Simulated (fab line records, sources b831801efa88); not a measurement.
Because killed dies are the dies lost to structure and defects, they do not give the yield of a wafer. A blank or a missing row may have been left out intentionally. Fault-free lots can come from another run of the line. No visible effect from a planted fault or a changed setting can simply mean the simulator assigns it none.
fab line records	flow gf180mcu
record lots=14	wafers=42	last_day=34
route steps=602 shown POLY_GATE@169 HV_LDD@184 NSD@244 PSD@258
lots untouched by any fault: they come from a run of this same line in which no faults occurred
start_h: hours from the record's first day to the start of the lot's first wafer shown	wait_h: hours since the lot's step before	" repeats the value in the row above	L1.1+2: a single row standing in for several wafers	- no value present, or no start provided	* or withheld: withheld	< > ~ a bound
route shown NAME@n: names a module that has steps shown in the file, with the first one's number in the route	usual: average and standard deviation across the fault-free wafers	same: alike in all rows	chamber/n: place in a boat	sites: the reading at each site	_std_site: standard deviation of those values	_edge_site: the outer-site mean with the inner-site mean subtracted	radius_mm: how far each site lies from the wafer's centre	mask NAME#n: copy n	behind: the last tool/chamber to shape the wafer	hold: the reason the lot was held/the length of the hold in hours/how it ended	device: the n, p or np transistor that did not switch	end of line: the tests these same wafers got at the end of their route	where a step has no rows: the recipe by itself	killed: not the wafer's yield, but the dies lost to structure and defects at the first sort	map: a wafer's dies, marking killed ones x, the rest . and places with no die _
set.NAME: the run value of the setting; set.NAME@STEP: its run value at that earlier step	model.NAME: the simulator's own value behind a step, which no gauge read
the route's steps for a sample of lots (tables are steps, rows are wafers)
services: the hour from which a tool's chamber was out of use, counted from the record's first day as start_h (under 0 if before that day), plus the number of hours and why
## steps
# step GF_POLY_GATE_ETCH_12
# recipe chemistry=N2/H2	target_depth_a=withheld	overetch_a=withheld	time_s=withheld	target=BARC	ion_energy_ev=200	source_w=500	bias_w=100	pressure_mtorr=30	n2_flow_sccm=100	h2_flow_sccm=200
# usual drypump_motor_current_A=5.4/0.38	oes_product_au=0.736/0.0052	throttle_valve_pct=13.213/0.0092
lot.wafer	tool	chamber	start_h	wait_h	drypump_motor_current_A	oes_product_au	throttle_valve_pct
L136.3	rie_diel-02	2	203.05	0.0	5.7	0.723	13.204
L136.4	"	0	"	"	5.3	0.748	13.213
L136.6	"	1	"	"	5.4	0.737	13.212
L137.1	rie_diel-04	2	209.43	0.0	5.4	0.740	13.201
L137.2	"	1	"	"	5.3	0.738	13.200
L137.3	"	0	"	"	5.0	0.741	13.215
L139.2	rie_diel-04	2	218.00	0.0	5.4	0.734	13.232
L139.3	"	0	"	"	5.1	0.746	13.221
L139.5	"	1	"	"	5.3	0.728	13.206
L140.1	rie_diel-04	0	223.91	0.0	5.1	0.727	13.212
L140.3	"	3	"	"	4.9	0.732	13.215
L140.4	"	1	"	"	5.2	0.746	13.219
L141.4	rie_diel-02	3	230.71	0.0	5.5	0.739	13.210
L141.5	"	0	"	"	5.3	0.731	13.201
L141.6	"	3	"	"	5.5	0.733	13.221
L142.2	rie_diel-04	1	235.68	0.0	5.3	0.731	13.217
L142.4	"	0	"	"	5.1	0.735	13.225
L142.5	"	0	"	"	5.1	0.735	13.230
L143.1	rie_diel-01	2	247.11	0.0	6.7	0.739	13.194
L143.2	"	1	"	"	5.4	0.737	13.236
L143.6	"	1	"	"	5.4	0.727	13.213
L144.1	rie_diel-02	0	254.91	0.0	5.3	0.732	13.226
L144.4	"	1	"	"	5.4	0.728	13.221
L144.5	"	0	"	"	5.3	0.739	13.210
L147.2	rie_diel-01	1	275.43	0.0	5.4	0.739	13.210
L147.4	"	2	"	"	6.7	0.732	13.212
L147.5	"	2	"	"	6.7	0.734	13.215
L148.1	rie_diel-04	1	285.76	0.0	5.3	0.731	13.224
L148.2	"	2	"	"	5.4	0.728	13.213
L148.6	"	1	"	"	5.3	0.726	13.209
L149.2	rie_diel-02	3	298.68	0.0	5.5	0.738	13.225
L149.4	"	1	"	"	5.4	0.737	13.223
L149.6	"	3	"	"	5.5	0.733	13.204
L150.1	rie_diel-02	1	302.11	0.0	5.4	0.734	13.207
L150.3	"	0	"	"	5.3	0.739	13.226
L150.5	"	0	"	"	5.3	0.741	13.206
L158.2	rie_diel-02	0	354.40	0.0	5.4	0.738	13.210
L158.4	"	3	"	"	5.5	0.734	13.218
L158.5	"	1	"	"	5.4	0.739	13.216
L159.3	rie_diel-02	3	361.00	0.0	5.5	0.730	13.207
L159.4	"	2	"	"	5.7	0.740	13.208
L159.5	"	1	"	"	5.4	0.736	13.209
# step GF_HV_LDD_OVL_MEAS_08
# usual HV_LDD_OVL=1.1/1.3
lot.wafer	tool	chamber	start_h	wait_h	HV_LDD_OVL[nm]
L136.3	overlay-02	-	222.36	0.1	0.6
L136.4	"	-	"	"	2.4
L136.6	"	-	"	"	0.7
L137.1	overlay-01	-	227.99	0.1	0.0
L137.2	"	-	"	"	-0.4
L137.3	"	-	"	"	-0.3
L139.2	overlay-02	-	238.67	0.1	3.0
L139.3	"	-	"	"	3.5
L139.5	"	-	"	"	3.2
L140.1	overlay-01	-	243.54	0.1	0.9
L140.3	"	-	"	"	1.7
L140.4	"	-	"	"	3.1
L141.4	overlay-02	-	250.96	0.1	1.9
L141.5	"	-	"	"	2.0
L141.6	"	-	"	"	1.2
L142.2	overlay-01	-	256.09	0.1	0.9
L142.4	"	-	"	"	-0.1
L142.5	"	-	"	"	-0.2
L143.1	overlay-01	-	268.34	0.1	2.6
L143.2	"	-	"	"	1.4
L143.6	"	-	"	"	2.4
L144.1	overlay-02	-	278.14	0.1	-0.2
L144.4	"	-	"	"	2.6
L144.5	"	-	"	"	1.6
L147.2	overlay-01	-	298.95	0.1	-0.6
L147.4	"	-	"	"	-0.9
L147.5	"	-	"	"	-0.8
L148.1	overlay-01	-	309.59	0.1	0.7
L148.2	"	-	"	"	0.7
L148.6	"	-	"	"	0.8
L149.2	overlay-02	-	321.14	0.1	1.9
L149.4	"	-	"	"	4.2
L149.6	"	-	"	"	1.2
L150.1	overlay-02	-	325.34	0.1	1.1
L150.3	"	-	"	"	-1.7
L150.5	"	-	"	"	0.7
L158.2	overlay-02	-	378.94	0.1	1.4
L158.4	"	-	"	"	1.6
L158.5	"	-	"	"	0.9
L159.3	overlay-02	-	386.35	0.1	3.1
L159.4	"	-	"	"	1.6
L159.5	"	-	"	"	3.2
# step GF_NSD_IMPLANT_09
# recipe species=As	energy_kev=60	dose_cm2=4e+15	tilt_deg=7
# usual beam_energy_keV=59.997/0.019	beam_on_s=18.4/2
lot.wafer	tool	chamber	start_h	wait_h	beam_energy_keV	beam_on_s
L136.3	implanter-03	0	303.00	0.1	59.992	19.7
L136.4	"	0	"	"	59.982	20.0
L136.6	"	0	"	"	59.988	20.5
L137.1	implanter-03	0	309.80	0.0	60.003	20.1
L137.2	"	0	"	"	59.962	20.5
L137.3	"	0	"	"	59.998	20.0
L139.2	implanter-04	0	322.53	0.0	60.029	15.8
L139.3	"	0	"	"	60.010	15.4
L139.5	"	0	"	"	59.991	16.1
L140.1	implanter-01	0	326.55	0.0	60.026	20.6
L140.3	"	0	"	"	59.977	20.1
L140.4	"	0	"	"	60.004	20.1
L141.4	implanter-04	0	335.90	0.1	60.015	16.2
L141.5	"	0	"	"	59.962	15.9
L141.6	"	0	"	"	59.969	16.6
L142.2	implanter-03	0	340.65	0.0	59.964	19.8
L142.4	"	0	"	"	59.965	19.9
L142.5	"	0	"	"	59.997	19.5
L143.1	implanter-03	0	355.42	0.0	60.003	19.4
L143.2	"	0	"	"	60.028	20.0
L143.6	"	0	"	"	60.005	19.5
L144.1	implanter-03	0	366.37	0.0	59.989	19.8
L144.4	"	0	"	"	59.988	19.7
L144.5	"	0	"	"	59.990	20.6
L147.2	implanter-03	0	388.03	0.0	60.008	19.9
L147.4	"	0	"	"	60.002	20.0
L147.5	"	0	"	"	60.031	20.5
L148.1	implanter-03	-	399.85	0.0	-	-
L148.2	"	-	"	"	-	-
L148.6	"	-	"	"	-	-
L149.2	implanter-04	-	412.84	0.0	-	-
L149.4	"	-	"	"	-	-
L149.6	"	-	"	"	-	-
L150.1	implanter-03	0	418.95	0.0	60.033	20.4
L150.3	"	0	"	"	59.998	19.8
L150.5	"	0	"	"	60.031	19.7
L158.2	implanter-01	0	477.33	0.0	60.019	20.1
L158.4	"	0	"	"	60.015	20.4
L158.5	"	0	"	"	59.977	20.3
L159.3	implanter-03	0	484.07	0.1	60.008	19.4
L159.4	"	0	"	"	60.014	20.1
L159.5	"	0	"	"	59.996	20.4
# step GF_NSD_STRIP_11
# recipe chemistry=O2/N2	power_w=1400	pressure_mtorr=1500	platen_temp_c=250	o2_flow_sccm=3000	n2_flow_sccm=300	overash_fraction=0.5
# usual drypump_motor_current_A=5.7/0.61	heater_power_w=341/18	oes_product_au=0.487/0.005	platen_temp_c=250.00/0.14	strip_time_to_endpoint_s=22.964/0.03
lot.wafer	tool	chamber	start_h	wait_h	drypump_motor_current_A	heater_power_w	oes_product_au	platen_temp_c	rf_hours_counter_h	strip_time_to_endpoint_s
L136.3	plasma_asher-04	1	303.28	0.1	5.8	366	0.493	250.29	-	22.891
L136.4	"	0	"	"	5.8	330	0.495	250.08	-	22.923
L136.6	"	1	"	"	5.8	358	0.479	249.99	-	22.984
L137.1	plasma_asher-04	0	310.10	0.1	5.7	335	0.490	250.08	20	22.928
L137.2	"	1	"	"	5.8	363	0.478	250.08	20	22.936
L137.3	"	0	"	"	5.8	314	0.479	250.08	-	22.906
L139.2	plasma_asher-04	1	322.80	0.1	5.8	348	0.485	250.08	22	22.973
L139.3	"	1	"	"	5.8	357	0.480	250.06	-	22.995
L139.5	"	0	"	"	5.8	329	0.494	250.02	-	22.955
L140.1	plasma_asher-04	0	326.85	0.1	5.8	328	0.483	250.16	22	22.902
L140.3	"	1	"	"	5.8	349	0.491	250.19	-	22.984
L140.4	"	0	"	"	5.8	326	0.483	250.08	-	22.943
L141.4	plasma_asher-03	0	336.15	0.1	5.9	331	0.486	249.78	-	22.931
L141.5	"	0	"	"	5.9	327	0.485	250.03	-	22.943
L141.6	"	1	"	"	4.6	354	0.482	250.27	-	22.914
L142.2	plasma_asher-03	0	340.92	0.1	5.9	326	0.476	249.88	56	22.941
L142.4	"	0	"	"	5.9	330	0.488	249.73	-	22.956
L142.5	"	0	"	"	5.9	326	0.492	249.88	-	22.900
L143.1	plasma_asher-03	1	355.72	0.1	4.6	362	0.473	250.20	56	22.982
L143.2	"	0	"	"	5.9	328	0.488	249.99	56	23.027
L143.6	"	0	"	"	5.9	336	0.476	250.09	-	23.013
L144.1	plasma_asher-03	1	366.67	0.1	4.6	355	0.495	250.08	57	22.978
L144.4	"	0	"	"	5.9	333	0.488	250.07	-	22.927
L144.5	"	1	"	"	4.6	366	0.490	250.25	-	22.983
L147.2	plasma_asher-03	1	388.30	0.1	4.6	356	0.494	249.86	59	22.928
L147.4	"	1	"	"	4.6	348	0.486	250.03	-	22.954
L147.5	"	1	"	"	4.6	353	0.485	250.37	-	22.964
L148.1	plasma_asher-02	1	400.15	0.1	6.7	315	0.702	250.01	75	12.806
L148.2	"	0	"	"	5.8	368	0.705	250.26	75	12.832
L148.6	"	1	"	"	6.7	309	0.712	249.89	-	12.827
L149.2	plasma_asher-03	0	413.12	0.1	5.9	327	0.715	249.97	62	12.793
L149.4	"	1	"	"	4.6	356	0.714	250.11	-	12.832
L149.6	"	0	"	"	5.9	336	0.708	250.10	-	12.765
L150.1	plasma_asher-03	1	419.25	0.1	4.6	363	0.489	249.92	62	23.001
L150.3	"	0	"	"	5.9	336	0.492	250.25	-	22.956
L150.5	"	1	"	"	4.6	358	0.485	250.25	-	22.924
L158.2	plasma_asher-02	1	477.60	0.1	6.7	310	0.485	249.69	5	22.948
L158.4	"	1	"	"	6.7	319	0.492	249.98	-	22.974
L158.5	"	0	"	"	5.8	366	0.492	249.95	-	22.983
L159.3	plasma_asher-03	1	484.35	0.1	4.6	361	0.479	250.02	-	22.996
L159.4	"	0	"	"	5.9	325	0.492	249.89	-	22.996
L159.5	"	1	"	"	4.6	353	0.483	249.94	-	22.958
# step GF_NSD_TW_MEAS_12
# usual NSD_TW=4220/25
lot.wafer	tool	chamber	start_h	wait_h	NSD_TW
L136.3	film_metro-03	-	303.37	0.1	4197
L136.4	"	-	"	"	4212
L136.6	"	-	"	"	4193
L137.1	film_metro-01	-	310.20	0.1	4165
L137.2	"	-	"	"	4197
L137.3	"	-	"	"	4176
L139.2	film_metro-01	-	322.91	0.1	4193
L139.3	"	-	"	"	4146
L139.5	"	-	"	"	4201
L140.1	film_metro-01	-	326.95	0.1	4188
L140.3	"	-	"	"	4194
L140.4	"	-	"	"	4208
L141.4	film_metro-03	-	336.25	0.1	4256
L141.5	"	-	"	"	4232
L141.6	"	-	"	"	4260
L142.2	film_metro-04	-	341.03	0.1	4205
L142.4	"	-	"	"	4216
L142.5	"	-	"	"	4200
L143.1	film_metro-03	-	355.82	0.1	4244
L143.2	"	-	"	"	4231
L143.6	"	-	"	"	4236
L144.1	film_metro-01	-	366.77	0.1	4205
L144.4	"	-	"	"	4188
L144.5	"	-	"	"	4195
L147.2	film_metro-04	-	388.41	0.1	4206
L147.4	"	-	"	"	4219
L147.5	"	-	"	"	4205
L148.1	film_metro-04	-	400.25	0.1	2992
L148.2	"	-	"	"	2975
L148.6	"	-	"	"	2985
L149.2	film_metro-03	-	413.23	0.1	3010
L149.4	"	-	"	"	3019
L149.6	"	-	"	"	2996
L150.1	film_metro-04	-	419.35	0.1	4201
L150.3	"	-	"	"	4218
L150.5	"	-	"	"	4206
L158.2	film_metro-04	-	477.71	0.1	4207
L158.4	"	-	"	"	4230
L158.5	"	-	"	"	4216
L159.3	film_metro-01	-	484.44	0.1	4240
L159.4	"	-	"	"	4227
L159.5	"	-	"	"	4246
# step GF_PSD_STRIP_10
# recipe chemistry=O2/N2	power_w=1400	pressure_mtorr=1500	platen_temp_c=250	o2_flow_sccm=3000	n2_flow_sccm=300	overash_fraction=0.5
# usual drypump_motor_current_A=5.8/0.64	heater_power_w=332/21	oes_product_au=0.593/0.0044	platen_temp_c=250.02/0.17	strip_time_to_endpoint_s=16.54/0.034
lot.wafer	tool	chamber	start_h	wait_h	drypump_motor_current_A	heater_power_w	oes_product_au	platen_temp_c	rf_hours_counter_h	strip_time_to_endpoint_s
L136.3	plasma_asher-01	0	323.91	0.1	6.2	304	0.592	249.93	-	16.52
L136.4	"	1	"	"	5.2	334	0.596	249.99	-	16.50
L136.6	"	1	"	"	5.2	321	0.600	249.97	-	16.50
L137.1	plasma_asher-03	1	331.75	0.1	4.6	358	0.597	250.01	55	16.55
L137.2	"	0	"	"	5.9	329	0.593	250.03	55	16.55
L137.3	"	0	"	"	5.9	326	0.591	249.94	-	16.53
L139.2	plasma_asher-01	1	344.23	0.1	5.2	328	0.595	249.77	69	16.57
L139.3	"	0	"	"	6.2	308	0.598	249.94	-	16.57
L139.5	"	1	"	"	5.2	323	0.593	249.71	-	16.56
L140.1	plasma_asher-01	0	348.62	0.1	6.2	304	0.595	250.29	69	16.52
L140.3	"	0	"	"	6.2	309	0.590	250.05	-	16.50
L140.4	"	1	"	"	5.3	333	0.594	249.77	-	16.54
L141.4	plasma_asher-01	0	357.51	0.1	6.2	311	0.593	250.22	-	16.58
L141.5	"	1	"	"	5.3	325	0.591	250.00	-	16.60
L141.6	"	0	"	"	6.2	309	0.594	250.45	-	16.53
L142.2	plasma_asher-02	0	362.80	0.1	5.8	362	0.591	249.75	71	16.54
L142.4	"	0	"	"	5.8	371	0.594	249.94	-	16.57
L142.5	"	1	"	"	6.7	319	0.594	249.88	-	16.57
L143.1	plasma_asher-02	0	378.82	0.1	5.8	358	0.590	250.00	73	16.60
L143.2	"	1	"	"	6.7	316	0.588	250.10	73	16.56
L143.6	"	0	"	"	5.8	367	0.586	250.32	-	16.55
L144.1	plasma_asher-02	0	389.18	0.1	5.7	361	0.597	250.24	74	16.53
L144.4	"	1	"	"	6.7	318	0.593	250.04	-	16.55
L144.5	"	0	"	"	5.8	355	0.593	250.21	-	16.54
L147.2	plasma_asher-02	0	410.88	0.1	5.8	362	0.595	250.03	76	16.47
L147.4	"	1	"	"	6.7	319	0.593	249.94	-	16.53
L147.5	"	0	"	"	5.8	360	0.590	249.89	-	16.48
L148.1	plasma_asher-01	0	422.95	0.1	6.2	310	0.584	250.01	77	16.53
L148.2	"	1	"	"	5.3	323	0.599	250.06	77	16.54
L148.6	"	0	"	"	6.2	307	0.599	249.71	-	16.51
L149.2	plasma_asher-01	0	437.48	0.1	6.2	316	0.590	249.91	79	16.51
L149.4	"	1	"	"	5.2	328	0.592	249.92	-	16.58
L149.6	"	1	"	"	5.3	327	0.596	249.51	-	16.49
L150.1	plasma_asher-02	0	444.30	0.1	5.8	351	0.592	249.86	1	16.50
L150.3	"	1	"	"	6.6	313	0.586	250.14	-	16.54
L150.5	"	1	"	"	6.7	314	0.596	249.96	-	16.50
L158.2	plasma_asher-01	0	502.10	0.1	6.3	297	0.598	250.18	86	16.55
L158.4	"	1	"	"	5.3	332	0.594	249.77	-	16.54
L158.5	"	0	"	"	6.2	312	0.593	250.21	-	16.54
L159.3	plasma_asher-02	0	508.01	0.1	5.7	361	0.602	250.24	-	16.49
L159.4	"	1	"	"	6.7	316	0.595	250.33	-	16.49
L159.5	"	1	"	"	6.7	320	0.595	250.05	-	16.47
# step GF_PSD_RS_MEAS_14
# recipe thk_meas_gauge=four-point-probe
# usual NSD_RS=46.09/0.092
lot.wafer	tool	chamber	start_h	wait_h	NSD_RS[ohm/sq]
L136.3	film_metro-04	-	324.21	0.1	46.14
L136.4	"	-	"	"	46.06
L136.6	"	-	"	"	46.13
L137.1	film_metro-03	-	332.05	0.1	46.09
L137.2	"	-	"	"	46.09
L137.3	"	-	"	"	46.14
L139.2	film_metro-04	-	344.54	0.1	46.15
L139.3	"	-	"	"	46.03
L139.5	"	-	"	"	46.04
L140.1	film_metro-01	-	348.92	0.1	46.06
L140.3	"	-	"	"	45.95
L140.4	"	-	"	"	46.02
L141.4	film_metro-03	-	357.83	0.1	46.22
L141.5	"	-	"	"	46.09
L141.6	"	-	"	"	46.16
L142.2	film_metro-04	-	363.12	0.1	46.11
L142.4	"	-	"	"	46.17
L142.5	"	-	"	"	46.20
L143.1	film_metro-01	-	379.11	0.1	46.08
L143.2	"	-	"	"	46.01
L143.6	"	-	"	"	46.08
L144.1	film_metro-01	-	389.47	0.1	46.16
L144.4	"	-	"	"	46.08
L144.5	"	-	"	"	46.07
L147.2	film_metro-01	-	411.19	0.1	45.89
L147.4	"	-	"	"	46.02
L147.5	"	-	"	"	45.90
L148.1	film_metro-04	-	423.33	0.1	138.19
L148.2	"	-	"	"	138.76
L148.6	"	-	"	"	138.22
L149.2	film_metro-03	-	437.80	0.1	138.54
L149.4	"	-	"	"	138.28
L149.6	"	-	"	"	137.89
L150.1	film_metro-03	-	444.60	0.1	46.15
L150.3	"	-	"	"	46.11
L150.5	"	-	"	"	46.17
L158.2	film_metro-03	-	502.47	0.1	46.04
L158.4	"	-	"	"	46.10
L158.5	"	-	"	"	46.08
L159.3	film_metro-03	-	508.36	0.1	46.05
L159.4	"	-	"	"	46.18
L159.5	"	-	"	"	46.01
## services
tool	chamber	start_h	hours	kind
rie_diel-02	0	182.10	14.1	repair
rie_diel-04	2	194.23	1.9	repair
implanter-03	-	217.30	3.5	repair
plasma_asher-01	-	218.31	0.5	repair
plasma_asher-03	-	246.48	1.4	repair
plasma_asher-02	-	270.82	1.4	repair
rie_diel-04	0	275.72	5.1	repair
rie_diel-04	3	281.44	1.7	repair
rie_diel-04	0	283.56	5.7	repair
rie_diel-02	3	285.99	3.8	repair
rie_diel-04	3	338.36	5.9	repair
plasma_asher-03	-	343.06	12.3	repair
implanter-03	-	364.19	0.7	repair
rie_diel-04	3	369.51	8.8	repair
rie_diel-04	1	384.95	41.0	repair
rie_diel-02	1	401.82	7.6	repair
rie_diel-04	-	419.23	2.8	pm
plasma_asher-02	-	421.25	9.0	pm
rie_diel-02	1	425.07	5.0	repair
rie_diel-02	3	447.29	9.4	repair
plasma_asher-03	-	451.93	2.8	pm
rie_diel-02	1	467.95	1.4	repair
plasma_asher-03	-	485.73	0.9	repair
plasma_asher-03	-	487.89	2.3	repair
## key
first_sign step=GF_NSD_IMPLANT_09	reading=tool_record	direction=missing
effect step=GF_NSD_STRIP_11	reading=strip_time_to_endpoint_s	direction=down	sigmas=99+	usual=*	struck=*
effect step=GF_NSD_TW_MEAS_12	reading=NSD_TW	direction=down	sigmas=50	usual=4220	struck=2996
effect step=GF_PSD_RS_MEAS_14	reading=NSD_RS	direction=up	sigmas=99+	usual=46.09	struck=138.31
met_at GF_NSD_IMPLANT_09
struck_lots L148,L149
later_rows_left_out L148.1,L148.2,L148.6,L149.2,L149.4,L149.6
sort_left_out L148.1,L148.2,L148.6,L149.2,L149.4,L149.6
tester_left_out L148,L149
not_acting_at GF_POLY_GATE_ETCH_12,GF_HV_LDD_OVL_MEAS_08,GF_PSD_STRIP_10
onset_between 388.03 399.85
fault kind=skipped_step_whole	tool=implanter-03,implanter-04	chamber=-	onset_h=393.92	steps=GF_NSD_IMPLANT_09	scope=struck_lots_only
# tester_left_out: of these lots the tester's yield and bins aren't shown, on N5 and GAA mostly nor the transistor test; their killed dies are dies lost to structure and defects alone, not to doping, threshold or leakage, so they don't give the yield
# sort_left_out: the simulated sort isn't trusted on such a fault, so these wafers' sort isn't shown, and their yield isn't known
# later_rows_left_out: the simulator's readings of these wafers behind a module that went badly wrong aren't trusted and aren't shown, but for the sort
